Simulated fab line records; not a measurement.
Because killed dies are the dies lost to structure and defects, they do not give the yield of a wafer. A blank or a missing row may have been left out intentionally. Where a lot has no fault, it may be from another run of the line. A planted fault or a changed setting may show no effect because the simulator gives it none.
fab line records / flow sky130
record lots=7 wafers=21 last-day=50
route steps=708 shown CAPM@549 METAL3@555
lots untouched by any fault: they come from a run of this same line in which no faults occurred
start-h: start of the lot's first displayed wafer, in hours after the record's first day / wait-h: hours elapsed since this lot's preceding step / " same as the row above / L1.1+2: one row covering several wafers at once / - value missing, or start not given / * or withheld: withheld / < > ~ a bound
route shown NAME@n: NAME is a module with steps in the file, n the number in the route of the first one / usual: mean/standard deviation taken from wafers without a fault / same: alike in all rows / chamber/n: place in a boat / sites: per-site readings / _std_site: their standard deviation / _edge_site: the outer-site mean with the inner-site mean subtracted / radius-mm: how far each site lies from the wafer's centre / mask NAME#n: copy n / behind: tool/chamber where the wafer was last shaped / hold: cause of the lot's hold/its duration in hours/its outcome / device: names the non-switching transistor (n, p or np) / end of line: the tests these same wafers got at the end of their route / where a step has no rows: the recipe by itself / killed: count of dies lost to structure and defects at first sort (not the wafer's yield) / map: a wafer's dies, x killed, . not, _ none there
set.NAME: the setting that was run; set.NAME@STEP: the one run at that earlier step / model.NAME: the simulator's own value behind a step, which no gauge read
a table for each step, a row for each wafer; lots at some steps of the route
services: from which hour (start-h, from the record's first day; less than 0 if before it) a tool's chamber was out of use, for how many hours, and why
## steps
# step SKY_CAPM_OVL_MEAS_12
# usual CAPM_OVL=0.4/1.4
lot.wafer=L968.1 tool=overlay-01 chamber=- start-h=887.73 wait-h=0.1 CAPM_OVL[nm]=-0.9
lot.wafer=L968.5 tool=overlay-01 chamber=- start-h=887.73 wait-h=0.1 CAPM_OVL[nm]=0.2
lot.wafer=L968.6 tool=overlay-01 chamber=- start-h=887.73 wait-h=0.1 CAPM_OVL[nm]=-0.1
lot.wafer=L970.1 tool=overlay-02 chamber=- start-h=906.53 wait-h=0.1 CAPM_OVL[nm]=0.1
lot.wafer=L970.4 tool=overlay-02 chamber=- start-h=906.53 wait-h=0.1 CAPM_OVL[nm]=2.5
lot.wafer=L970.5 tool=overlay-02 chamber=- start-h=906.53 wait-h=0.1 CAPM_OVL[nm]=1.8
lot.wafer=L980.1 tool=overlay-02 chamber=- start-h=970.58 wait-h=0.1 CAPM_OVL[nm]=1.4
lot.wafer=L980.2 tool=overlay-02 chamber=- start-h=970.58 wait-h=0.1 CAPM_OVL[nm]=2.0
lot.wafer=L980.6 tool=overlay-02 chamber=- start-h=970.58 wait-h=0.1 CAPM_OVL[nm]=0.4
lot.wafer=L981.3 tool=overlay-01 chamber=- start-h=974.42 wait-h=0.1 CAPM_OVL[nm]=2.4
lot.wafer=L981.4 tool=overlay-01 chamber=- start-h=974.42 wait-h=0.1 CAPM_OVL[nm]=0.2
lot.wafer=L981.6 tool=overlay-01 chamber=- start-h=974.42 wait-h=0.1 CAPM_OVL[nm]=0.2
lot.wafer=L982.1 tool=overlay-01 chamber=- start-h=978.75 wait-h=0.1 CAPM_OVL[nm]=-0.4
lot.wafer=L982.3 tool=overlay-01 chamber=- start-h=978.75 wait-h=0.1 CAPM_OVL[nm]=0.1
lot.wafer=L982.5 tool=overlay-01 chamber=- start-h=978.75 wait-h=0.1 CAPM_OVL[nm]=1.3
lot.wafer=L988.1 tool=overlay-01 chamber=- start-h=1022.05 wait-h=0.1 CAPM_OVL[nm]=1.8
lot.wafer=L988.2 tool=overlay-01 chamber=- start-h=1022.05 wait-h=0.1 CAPM_OVL[nm]=-0.2
lot.wafer=L988.5 tool=overlay-01 chamber=- start-h=1022.05 wait-h=0.1 CAPM_OVL[nm]=1.8
lot.wafer=L989.1 tool=overlay-01 chamber=- start-h=1030.06 wait-h=0.1 CAPM_OVL[nm]=0.7
lot.wafer=L989.3 tool=overlay-01 chamber=- start-h=1030.06 wait-h=0.1 CAPM_OVL[nm]=-0.6
lot.wafer=L989.6 tool=overlay-01 chamber=- start-h=1030.06 wait-h=0.1 CAPM_OVL[nm]=0.5
# step SKY_CAPM_METAL_ETCH_13
# recipe target-depth-nm=220 stop-on=SiO2 chemistry=Cl2/BCl3 target=TiN pressure-mtorr=10 icp-w=900 bias-w=48.5 Cl2_flow_sccm=60 bcl3-flow-sccm=30 time-s=62.9
# usual drypump-motor-current-A=6.1/0.37 oes-product-au=0.940/0.0076 throttle-valve-pct=21.903/0.01
# same time-s=62.9
lot.wafer=L968.1 tool=rie-metal-02 chamber=1 start-h=887.76 wait-h=0.0 drypump-motor-current-A=5.9 oes-product-au=0.947 rf-hours-counter-h=12 throttle-valve-pct=21.900
lot.wafer=L968.5 tool=rie-metal-02 chamber=1 start-h=887.76 wait-h=0.0 drypump-motor-current-A=5.9 oes-product-au=0.939 rf-hours-counter-h=- throttle-valve-pct=21.893
lot.wafer=L968.6 tool=rie-metal-02 chamber=0 start-h=887.76 wait-h=0.0 drypump-motor-current-A=6.0 oes-product-au=0.944 rf-hours-counter-h=- throttle-valve-pct=21.890
lot.wafer=L970.1 tool=rie-metal-01 chamber=0 start-h=906.56 wait-h=0.0 drypump-motor-current-A=6.6 oes-product-au=0.941 rf-hours-counter-h=13 throttle-valve-pct=21.896
lot.wafer=L970.4 tool=rie-metal-01 chamber=1 start-h=906.56 wait-h=0.0 drypump-motor-current-A=6.5 oes-product-au=0.935 rf-hours-counter-h=- throttle-valve-pct=21.913
lot.wafer=L970.5 tool=rie-metal-01 chamber=0 start-h=906.56 wait-h=0.0 drypump-motor-current-A=6.6 oes-product-au=0.942 rf-hours-counter-h=- throttle-valve-pct=21.890
lot.wafer=L980.1 tool=rie-metal-02 chamber=0 start-h=970.61 wait-h=0.0 drypump-motor-current-A=6.0 oes-product-au=0.935 rf-hours-counter-h=7 throttle-valve-pct=21.909
lot.wafer=L980.2 tool=rie-metal-02 chamber=1 start-h=970.61 wait-h=0.0 drypump-motor-current-A=5.9 oes-product-au=0.941 rf-hours-counter-h=15 throttle-valve-pct=21.886
lot.wafer=L980.6 tool=rie-metal-02 chamber=0 start-h=970.61 wait-h=0.0 drypump-motor-current-A=6.0 oes-product-au=0.943 rf-hours-counter-h=- throttle-valve-pct=21.905
lot.wafer=L981.3 tool=rie-metal-03 chamber=0 start-h=974.47 wait-h=0.0 drypump-motor-current-A=6.0 oes-product-au=0.937 rf-hours-counter-h=- throttle-valve-pct=21.896
lot.wafer=L981.4 tool=rie-metal-03 chamber=1 start-h=974.47 wait-h=0.0 drypump-motor-current-A=5.5 oes-product-au=0.950 rf-hours-counter-h=- throttle-valve-pct=21.881
lot.wafer=L981.6 tool=rie-metal-03 chamber=1 start-h=974.47 wait-h=0.0 drypump-motor-current-A=5.5 oes-product-au=0.938 rf-hours-counter-h=- throttle-valve-pct=21.907
lot.wafer=L982.1 tool=rie-metal-03 chamber=1 start-h=978.78 wait-h=0.0 drypump-motor-current-A=5.4 oes-product-au=0.923 rf-hours-counter-h=4 throttle-valve-pct=21.912
lot.wafer=L982.3 tool=rie-metal-03 chamber=1 start-h=978.78 wait-h=0.0 drypump-motor-current-A=5.4 oes-product-au=0.923 rf-hours-counter-h=- throttle-valve-pct=21.920
lot.wafer=L982.5 tool=rie-metal-03 chamber=0 start-h=978.78 wait-h=0.0 drypump-motor-current-A=6.0 oes-product-au=0.923 rf-hours-counter-h=- throttle-valve-pct=21.911
lot.wafer=L988.1 tool=rie-metal-03 chamber=1 start-h=1022.08 wait-h=0.0 drypump-motor-current-A=5.6 oes-product-au=0.947 rf-hours-counter-h=6 throttle-valve-pct=21.888
lot.wafer=L988.2 tool=rie-metal-03 chamber=0 start-h=1022.08 wait-h=0.0 drypump-motor-current-A=6.0 oes-product-au=0.939 rf-hours-counter-h=9 throttle-valve-pct=21.889
lot.wafer=L988.5 tool=rie-metal-03 chamber=0 start-h=1022.08 wait-h=0.0 drypump-motor-current-A=6.0 oes-product-au=0.944 rf-hours-counter-h=- throttle-valve-pct=21.895
lot.wafer=L989.1 tool=rie-metal-02 chamber=1 start-h=1030.10 wait-h=0.0 drypump-motor-current-A=5.9 oes-product-au=0.932 rf-hours-counter-h=19 throttle-valve-pct=21.895
lot.wafer=L989.3 tool=rie-metal-02 chamber=1 start-h=1030.10 wait-h=0.0 drypump-motor-current-A=5.9 oes-product-au=0.944 rf-hours-counter-h=- throttle-valve-pct=21.888
lot.wafer=L989.6 tool=rie-metal-02 chamber=1 start-h=1030.10 wait-h=0.0 drypump-motor-current-A=5.9 oes-product-au=0.938 rf-hours-counter-h=- throttle-valve-pct=21.898
# step SKY_CAPM_STRIP_14
# recipe chemistry=O2/N2 power-w=1400 pressure-mtorr=1500 platen-temp-c=withheld o2-flow-sccm=3000 n2-flow-sccm=300 overash-fraction=0.5
# usual drypump-motor-current-A=5.75/0.24 oes-product-au=0.710/0.0046 strip-time-to-endpoint-s=12.66/0.051
lot.wafer=L968.1 tool=plasma-asher-01 chamber=0 start-h=887.84 wait-h=0.1 drypump-motor-current-A=5.55 oes-product-au=0.713 rf-hours-counter-h=40 strip-time-to-endpoint-s=12.69
lot.wafer=L968.5 tool=plasma-asher-01 chamber=1 start-h=887.84 wait-h=0.1 drypump-motor-current-A=6.05 oes-product-au=0.717 rf-hours-counter-h=- strip-time-to-endpoint-s=12.67
lot.wafer=L968.6 tool=plasma-asher-01 chamber=0 start-h=887.84 wait-h=0.1 drypump-motor-current-A=5.55 oes-product-au=0.701 rf-hours-counter-h=- strip-time-to-endpoint-s=12.68
lot.wafer=L970.1 tool=plasma-asher-03 chamber=1 start-h=906.64 wait-h=0.1 drypump-motor-current-A=5.90 oes-product-au=0.710 rf-hours-counter-h=110 strip-time-to-endpoint-s=12.67
lot.wafer=L970.4 tool=plasma-asher-03 chamber=0 start-h=906.64 wait-h=0.1 drypump-motor-current-A=5.97 oes-product-au=0.704 rf-hours-counter-h=- strip-time-to-endpoint-s=12.57
lot.wafer=L970.5 tool=plasma-asher-03 chamber=1 start-h=906.64 wait-h=0.1 drypump-motor-current-A=5.89 oes-product-au=0.715 rf-hours-counter-h=- strip-time-to-endpoint-s=12.65
lot.wafer=L980.1 tool=plasma-asher-02 chamber=1 start-h=970.69 wait-h=0.1 drypump-motor-current-A=5.56 oes-product-au=0.713 rf-hours-counter-h=84 strip-time-to-endpoint-s=12.70
lot.wafer=L980.2 tool=plasma-asher-02 chamber=0 start-h=970.69 wait-h=0.1 drypump-motor-current-A=5.44 oes-product-au=0.710 rf-hours-counter-h=84 strip-time-to-endpoint-s=12.68
lot.wafer=L980.6 tool=plasma-asher-02 chamber=0 start-h=970.69 wait-h=0.1 drypump-motor-current-A=5.43 oes-product-au=0.709 rf-hours-counter-h=- strip-time-to-endpoint-s=12.69
lot.wafer=L981.3 tool=plasma-asher-03 chamber=0 start-h=974.56 wait-h=0.1 drypump-motor-current-A=5.96 oes-product-au=0.708 rf-hours-counter-h=- strip-time-to-endpoint-s=12.69
lot.wafer=L981.4 tool=plasma-asher-03 chamber=1 start-h=974.56 wait-h=0.1 drypump-motor-current-A=5.91 oes-product-au=0.712 rf-hours-counter-h=- strip-time-to-endpoint-s=12.66
lot.wafer=L981.6 tool=plasma-asher-03 chamber=1 start-h=974.56 wait-h=0.1 drypump-motor-current-A=5.91 oes-product-au=0.713 rf-hours-counter-h=- strip-time-to-endpoint-s=12.64
lot.wafer=L982.1 tool=plasma-asher-02 chamber=1 start-h=978.86 wait-h=0.1 drypump-motor-current-A=5.57 oes-product-au=0.714 rf-hours-counter-h=84 strip-time-to-endpoint-s=12.68
lot.wafer=L982.3 tool=plasma-asher-02 chamber=0 start-h=978.86 wait-h=0.1 drypump-motor-current-A=5.41 oes-product-au=0.703 rf-hours-counter-h=- strip-time-to-endpoint-s=12.64
lot.wafer=L982.5 tool=plasma-asher-02 chamber=1 start-h=978.86 wait-h=0.1 drypump-motor-current-A=5.54 oes-product-au=0.710 rf-hours-counter-h=- strip-time-to-endpoint-s=12.72
lot.wafer=L988.1 tool=plasma-asher-02 chamber=1 start-h=1022.16 wait-h=0.1 drypump-motor-current-A=5.57 oes-product-au=0.714 rf-hours-counter-h=89 strip-time-to-endpoint-s=12.58
lot.wafer=L988.2 tool=plasma-asher-02 chamber=0 start-h=1022.16 wait-h=0.1 drypump-motor-current-A=5.43 oes-product-au=0.701 rf-hours-counter-h=89 strip-time-to-endpoint-s=12.63
lot.wafer=L988.5 tool=plasma-asher-02 chamber=1 start-h=1022.16 wait-h=0.1 drypump-motor-current-A=5.57 oes-product-au=0.720 rf-hours-counter-h=- strip-time-to-endpoint-s=12.54
lot.wafer=L989.1 tool=plasma-asher-01 chamber=1 start-h=1030.18 wait-h=0.1 drypump-motor-current-A=6.06 oes-product-au=0.705 rf-hours-counter-h=53 strip-time-to-endpoint-s=12.71
lot.wafer=L989.3 tool=plasma-asher-01 chamber=0 start-h=1030.18 wait-h=0.1 drypump-motor-current-A=5.55 oes-product-au=0.703 rf-hours-counter-h=- strip-time-to-endpoint-s=12.69
lot.wafer=L989.6 tool=plasma-asher-01 chamber=0 start-h=1030.18 wait-h=0.1 drypump-motor-current-A=5.55 oes-product-au=0.712 rf-hours-counter-h=- strip-time-to-endpoint-s=12.71
# step SKY_CAPM_STRIP_15
# recipe chemistry=post-etch-residue-remover time-s=1200 temp-c=72.5
# step SKY_CAPM_CLEAN_16
# recipe chemistry=IPA time-s=180 temp-c=25
# step SKY_CAPM_CLEAN_17
# recipe chemistry=O3/DIW dry=n2-spin
# step SKY_METAL3_DEHYDRATE_05
# recipe temp-c=200 time-s=60
# step SKY_METAL3_HMDS_06
# recipe prime-time-s=60 prime-temp-c=120
# step SKY_METAL3_COAT_07
# recipe resist=BARC temp-c=withheld time-s=withheld spin-rpm=3000 resist-thk-nm=60
# step SKY_METAL3_COAT_08
# recipe resist=KrF-thick spin-rpm=3000 resist-thk-nm=1140
# step SKY_METAL3_SOFTBAKE_09
# recipe temp-c=100 time-s=90 resist=KrF-thick
# step SKY_METAL3_EXPOSE_10
# recipe mask-id=MM3 na=0.68 source-shape=annular sigma-inner=0.4 sigma-outer=0.8 target-cd-nm=300 dose-mj=28
# step SKY_METAL3_PEB_11
# recipe peb-temp-c=withheld peb-time-s=withheld resist=KrF-thick
# usual chill-plate-temp-C=* exhaust-pa=45.0/0.85
lot.wafer=L968.1 tool=litho-track-01 chamber=0 start-h=912 wait-h=- chill-plate-temp-C=* exhaust-pa=45.1
lot.wafer=L968.5 tool=litho-track-01 chamber=0 start-h=912 wait-h=- chill-plate-temp-C=* exhaust-pa=44.1
lot.wafer=L968.6 tool=litho-track-01 chamber=0 start-h=912 wait-h=- chill-plate-temp-C=* exhaust-pa=45.0
lot.wafer=L970.1 tool=litho-track-01 chamber=0 start-h=931 wait-h=- chill-plate-temp-C=* exhaust-pa=46.3
lot.wafer=L970.4 tool=litho-track-01 chamber=0 start-h=931 wait-h=- chill-plate-temp-C=* exhaust-pa=44.5
lot.wafer=L970.5 tool=litho-track-01 chamber=0 start-h=931 wait-h=- chill-plate-temp-C=* exhaust-pa=44.7
lot.wafer=L980.1 tool=litho-track-01 chamber=- start-h=994 wait-h=- chill-plate-temp-C=- exhaust-pa=-
lot.wafer=L980.2 tool=litho-track-01 chamber=- start-h=994 wait-h=- chill-plate-temp-C=- exhaust-pa=-
lot.wafer=L980.6 tool=litho-track-01 chamber=- start-h=994 wait-h=- chill-plate-temp-C=- exhaust-pa=-
lot.wafer=L981.3 tool=litho-track-02 chamber=- start-h=997 wait-h=- chill-plate-temp-C=- exhaust-pa=-
lot.wafer=L981.4 tool=litho-track-02 chamber=- start-h=998 wait-h=- chill-plate-temp-C=- exhaust-pa=-
lot.wafer=L981.6 tool=litho-track-02 chamber=- start-h=998 wait-h=- chill-plate-temp-C=- exhaust-pa=-
lot.wafer=L982.1 tool=litho-track-04 chamber=- start-h=1002 wait-h=- chill-plate-temp-C=- exhaust-pa=-
lot.wafer=L982.3 tool=litho-track-04 chamber=- start-h=1002 wait-h=- chill-plate-temp-C=- exhaust-pa=-
lot.wafer=L982.5 tool=litho-track-04 chamber=- start-h=1002 wait-h=- chill-plate-temp-C=- exhaust-pa=-
lot.wafer=L988.1 tool=litho-track-04 chamber=0 start-h=1045 wait-h=- chill-plate-temp-C=* exhaust-pa=44.3
lot.wafer=L988.2 tool=litho-track-04 chamber=0 start-h=1045 wait-h=- chill-plate-temp-C=* exhaust-pa=43.1
lot.wafer=L988.5 tool=litho-track-04 chamber=0 start-h=1045 wait-h=- chill-plate-temp-C=* exhaust-pa=45.0
lot.wafer=L989.1 tool=litho-track-02 chamber=0 start-h=1052 wait-h=- chill-plate-temp-C=* exhaust-pa=43.0
lot.wafer=L989.3 tool=litho-track-02 chamber=0 start-h=1052 wait-h=- chill-plate-temp-C=* exhaust-pa=45.3
lot.wafer=L989.6 tool=litho-track-02 chamber=0 start-h=1052 wait-h=- chill-plate-temp-C=* exhaust-pa=45.4
# step SKY_METAL3_DEVELOP_12
# recipe develop-time-s=60 resist=KrF-thick dev-temp-c=21
## services
tool=rie-metal-03 chamber=1 start-h=870.52 hours=4.2 kind=repair
tool=rie-metal-03 chamber=1 start-h=874.76 hours=- kind=clean
tool=rie-metal-03 chamber=1 start-h=874.76 hours=27.4 kind=scheduled-down
tool=rie-metal-03 chamber=1 start-h=874.76 hours=27.4 kind=vent-cycle
tool=plasma-asher-02 chamber=- start-h=881.10 hours=0.7 kind=repair
tool=plasma-asher-03 chamber=- start-h=885.83 hours=1.0 kind=repair
tool=plasma-asher-02 chamber=- start-h=902.27 hours=7.9 kind=repair
tool=rie-metal-02 chamber=- start-h=919.17 hours=2.8 kind=pm
tool=plasma-asher-01 chamber=- start-h=994.99 hours=2.2 kind=repair
tool=rie-metal-03 chamber=- start-h=1010.43 hours=2.8 kind=pm
tool=plasma-asher-01 chamber=- start-h=1016.82 hours=6.5 kind=repair
tool=rie-metal-03 chamber=- start-h=1019.02 hours=0.5 kind=repair
tool=plasma-asher-03 chamber=- start-h=1041.39 hours=23.8 kind=repair
tool=rie-metal-02 chamber=1 start-h=1044.91 hours=40.5 kind=repair
tool=rie-metal-01 chamber=- start-h=1047.69 hours=2.8 kind=pm
## key
first-sign step=SKY_METAL3_PEB_11 reading=tool-record direction=missing
effect none on later readings
met-at SKY_METAL3_PEB_11
struck-wafers L980.1,L980.2,L980.6,L981.3,L981.4,L981.6,L982.1,L982.3,L982.5
later-rows-left-out L980.1,L980.2,L980.6,L981.3,L981.4,L981.6,L982.1,L982.3,L982.5
sort-left-out L980.1,L980.2,L980.6,L981.3,L981.4,L981.6,L982.1,L982.3,L982.5
onset-between 931 994
fault kind=skipped-step-whole tool=litho-track-01,litho-track-02,litho-track-04 chamber=- onset-h=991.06 steps=SKY_METAL3_PEB_11 scope=struck-lots-only
# sort-left-out: the simulated sort isn't trusted on such a fault, so these wafers' sort isn't shown, and their yield isn't known
# later-rows-left-out: the simulator's readings of these wafers behind a module that went badly wrong aren't trusted and aren't shown, but for the sort
